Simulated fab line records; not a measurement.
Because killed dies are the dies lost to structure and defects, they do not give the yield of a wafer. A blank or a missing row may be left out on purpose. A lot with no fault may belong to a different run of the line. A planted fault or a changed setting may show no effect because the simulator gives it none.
Matching of chambers ; flow gf180mcu ; GF_V1_CVD_02 on pecvd-01 has 3 sister chambers
The step deposits SiO2 from TEOS, target thk 850 nm, time 97.47 s. 3 wafers are shown with their chamber, then 8 later ones without.

## WAFERS, EACH WITH ITS CHAMBER
wafer;chamber;heaterPowerW (W)
L294.4;1;839
L294.6;0;521
L296.2;2;707

## WAFERS WHOSE CHAMBER IS MISSING
wafer;heaterPowerW (W)
L296.3;799
L296.5;517
L299.2;770
L299.3;640
L299.4;624
L304.1;843
L304.2;646
L304.3;618

## THE CHAMBER EACH PASSED THROUGH
wafer;from the rows above;in truth
L296.3;can't be placed: 1 or 2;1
L296.5;0;0
L299.2;can't be placed: 2 or 1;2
L299.3;can't be placed: 2 or 0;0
L299.4;can't be placed: 2 or 0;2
L304.1;1;1
L304.2;can't be placed: 2 or 0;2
L304.3;can't be placed: 2 or 0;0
Placed correctly: 2 of 8. These rows do not allow placing 6 (true chamber among the candidates in 6). Number placed wrongly: 0.
How it was worked out, from the rows above alone: a wafer's distance from a chamber is the root of the sum, over the readings, of the square of ((its reading less the chamber's mean) divided by the reading's scatter). If the next closest chamber is less than 2 further off than the closest, the wafer can't be placed; otherwise it belongs to the closest. The mean given for a chamber averages the wafers shown for that chamber. The scatter (one wafer shown for each chamber): square how far every hidden wafer sits from the nearest shown wafer, average those squares and take the square root.
